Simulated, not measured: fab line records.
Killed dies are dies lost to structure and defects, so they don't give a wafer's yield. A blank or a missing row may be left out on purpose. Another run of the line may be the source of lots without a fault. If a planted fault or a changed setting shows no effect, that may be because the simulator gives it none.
A struck lot beside a sound one | flow sfqLine | 24 out of 325 route steps
Sound: these wafers, L115.2, L115.3, L115.6. The struck wafers were L113.1, L113.3, L113.5. The cause comes at the end.
Per side, at each step with rows, come the tool, then ch with its chambers, and then its first start. Under that, the readings that differ: sound wafers | struck wafers | difference of the means | sigmas: that difference in standard deviations of wafers without a fault.
alike: same words and numbers on both sides, and readings whose means sit less than 2 such deviations apart. not compared: any withheld reading, any reading some wafer has no value for, any bound like >300 that may hide the same value, and any number with overlapping values for which the record gives no deviation.
The two part at a step that has a row with sigmas, a row that says differs or no value, or rows on one side only. Non-overlapping numbers with no deviation appear without sigmas and do not part them. A reading missing from all wafers of one side parts the sides only when that side holds two or more wafers.

first, 6 steps without rows for these wafers: SFQ_TRILAYER_I0_VIA_LITHO_COAT_036 (resist thk 62 nm); SFQ_TRILAYER_I0_VIA_LITHO_COAT_031 (resist thk 650 nm); SFQ_TRILAYER_I0_VIA_LITHO_SOFTBAKE_035; SFQ_TRILAYER_I0_VIA_LITHO_EXPOSE_032 (exposes mask I0, target cd 500 nm); SFQ_TRILAYER_I0_VIA_LITHO_PEB_034 (peb time 60 s); SFQ_TRILAYER_I0_VIA_LITHO_DEVELOP_033 (time 60 s).
SFQ_I0_OVL_MEAS_908:
  sound on overlay-01, day 21 06:27; struck on overlay-01, day 19 18:27
  alike: I0_OVL
SFQ_TRILAYER_I0_VIA_BARC_OPEN_VIA_ETCH_046: etches BARC in O2, target depth 125 nm, time 41.7 s.
  sound on rieDiel-01 ch 1,2,3, day 21 06:29; struck on rieDiel-04 ch 0,1,3, day 19 18:29
  alike: drypumpMotorCurrentA, oesProductAu
  not compared: rfHoursCounterH
SFQ_TRILAYER_I0_VIA_ETCH_VIA_ETCH_034: etches SiO2 in CHF3, stops on Nb, target depth 260 nm.
  sound on rieDiel-01 ch 1,2,3, day 21 06:31; struck on rieDiel-04 ch 0,1,3, day 19 18:31
  alike: drypumpMotorCurrentA, oesProductAu
SFQ_TRILAYER_I0_VIA_STRIP_STRIP_035: strips in O2.
  sound on rieMetal-02 ch 0,1, day 21 06:38; struck on rieMetal-03 ch 1, day 19 18:38
  alike: drypumpMotorCurrentA, heBacksideLeakSccm, oesProductAu
  not compared: rfHoursCounterH
then, 2 steps without rows for these wafers: SFQ_TRILAYER_I0_VIA_STRIP_SOLV_CLEAN_036 (cleans in NMP, time 600 s); SFQ_TRILAYER_M1_DEP_PRE_CLEAN_038 (time 22.5 s).
SFQ_TRILAYER_M1_DEP_SPUTTER_037: material Nb, target thk 200 nm, time 133.3 s.
  sound on pvdSputter-03, day 21 07:26; struck on pvdSputter-06, day 19 19:42
  alike: cathodeDcPowerW, throttleValvePct
SFQ_M1_RS_MEAS_909: measurement is done with a four-point probe.
  sound on filmMetro-03, day 21 07:33; struck on filmMetro-01, day 19 19:47
reading           | sound             | struck            | difference | sigmas
M1_NB_RS (ohm/sq) | 0.879 0.898 0.895 | 0.442 0.448 0.444 | -0.446     | -46
then, 6 steps without rows for these wafers: SFQ_TRILAYER_M1_LITHO_COAT_044 (resist thk 62 nm); SFQ_TRILAYER_M1_LITHO_COAT_039 (resist thk 600 nm); SFQ_TRILAYER_M1_LITHO_SOFTBAKE_043; SFQ_TRILAYER_M1_LITHO_EXPOSE_040 (exposes mask M1, target cd 500 nm); SFQ_TRILAYER_M1_LITHO_PEB_042 (peb time 60 s); SFQ_TRILAYER_M1_LITHO_DEVELOP_041 (time 60 s).
-- the record jumps here: 6 days lie between the struck wafers' starts before and after --
SFQ_M1_OVL_MEAS_911:
  sound on overlay-01, day 28 01:46; struck on overlay-02, day 26 04:43
  alike: M1_OVL
SFQ_TRILAYER_M1_BARC_OPEN_METAL_ETCH_054: etches BARC in O2, target depth 125 nm, time 41.7 s.
  sound on rieMetal-04 ch 1, day 28 01:49; struck on rieMetal-04 ch 0,1, day 26 04:45
  alike: drypumpMotorCurrentA, heBacksideLeakSccm, oesProductAu
  not compared: rfHoursCounterH
SFQ_TRILAYER_M1_ETCH_METAL_ETCH_042: etches Nb in Cl2/Ar, stops on SiO2, target depth 240 nm, time 120 s.
  sound on rieMetal-04 ch 1, day 28 01:58; struck on rieMetal-04 ch 0,1, day 26 04:49
reading                      | sound             | struck            | difference | sigmas
oesProductAu (a.u.)          | 0.899 0.890 0.889 | 0.989 1.005 0.993 | +0.103     | +14
model.etch.depthNm (nm)      | 202.4 198.2 199   | 239.4 241.4 238.4 | +39.9      | 
model.M1.featureDepthNm (nm) | 202.4 198.2 199   | 239.4 241.4 238.4 | +39.9      | 
  alike: drypumpMotorCurrentA, heBacksideLeakSccm
  not compared: rfHoursCounterH
SFQ_TRILAYER_M1_STRIP_STRIP_043: strips in O2.
  sound on rieMetal-04 ch 1, day 28 02:22; struck on rieMetal-04 ch 0,1, day 26 04:56
  alike: drypumpMotorCurrentA, heBacksideLeakSccm, oesProductAu
  not compared: rfHoursCounterH

## WHERE THEY PART
Earliest at SFQ_M1_RS_MEAS_909; latest, in this record, at SFQ_TRILAYER_M1_ETCH_METAL_ETCH_042. Later steps at which nothing parts them and some readings are alike: SFQ_TRILAYER_M1_STRIP_STRIP_043.

WHY: whatever the simulator had introduced
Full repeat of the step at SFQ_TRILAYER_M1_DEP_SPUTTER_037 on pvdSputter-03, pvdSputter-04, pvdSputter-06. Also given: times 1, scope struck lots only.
